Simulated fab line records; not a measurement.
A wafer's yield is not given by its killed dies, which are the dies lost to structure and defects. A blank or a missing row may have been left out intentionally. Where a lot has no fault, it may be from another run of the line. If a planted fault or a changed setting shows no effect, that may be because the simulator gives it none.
Code-filled problem report in 8D (eight disciplines) form | flow gf180mcu | the parts of the form that need people (team, actions taken, sign-off) are left out

== 1. WHAT IS WRONG ==
Wafers without a fault read 533.7, standard deviation 0.86; wafer_temp_C_max at GF_SALICIDE_RTA_06 reads a mean of 418.7 on 6 wafers belonging to 2 lots. So: -99 or more standard deviations from the usual mean.
The step: time 30 s.
First seen on wafer L297.2, day 20 00:02, on rtp_anneal-02. Wafers with a number at this step in the record: 42, from 14 lots. The rule behind "out" and "out of limits": a value lying over 4 standard deviations away from the usual mean. The rest of the wafers with a number are treated as sound.

== 2. WHAT IT IS, AND WHAT IT ISN'T ==
question                    | is                     | is not
which readings at this step | wafer_temp_C_max       | chamber_o2_ppm
which lots                  | L297, L299             | L283, L284, L286, L287, L288, L289, L290, L298, L302, L304, L305, L306
which wafers of those lots  | all that have a number | -
read on which tools         | rtp_anneal-02          | rtp_anneal-01
when                        | from day 20 00:02      | up to then (21 sound wafers); but 15 sound wafers of L298, L302, L304, L305, L306 came after

== 3. WHAT RULES OUT EACH SUSPECT ==
Counting: any tool at a process step up to the reading is kept as a suspect provided that every lot that is out went through it and no sound lot did after the first of them.
- rtp_anneal-02 at GF_SALICIDE_RTA_06 (time 30 s): ruled out as a lasting fault. Following L297 (day 20 00:02), the first lot on it that is out, the sound lots L305, L306 were run on it.
Left after counting: nothing in the record.

== 4. THE CAUSE (what the simulator had put in) ==
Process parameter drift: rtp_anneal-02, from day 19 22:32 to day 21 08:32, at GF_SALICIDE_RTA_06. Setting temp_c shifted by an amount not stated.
Counting ruled it out, wrongly.

== 5. THE CHAIN OF EFFECTS, in route order ==
One row per reading whose mean, taken over the struck wafers that have a number, lies over 3 standard deviations from the usual. Scope: only readings with a usual standard deviation given in the record; hours: median across lots of the time from each lot's start at the first step in this table that gives one to its start at this step; sigmas: change in usual standard deviations.
hours | step               | reading          | usual | on struck wafers | change | sigmas
0     | GF_SALICIDE_RTA_06 | lamp_power_pct   | 6.0 % | 3.3              | -2.7   | -3.7
0     | GF_SALICIDE_RTA_06 | wafer_temp_C_max | 533.7 | 418.7            | -115.0 | -99 or more
Process steps it contains:
- GF_SALICIDE_RTA_06: time 30 s.

== 6. WHAT WOULD HAVE CAUGHT IT SOONER ==
In this record no reading fell out of limits until day 20 00:02, 2 hours after the fault had begun at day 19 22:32.
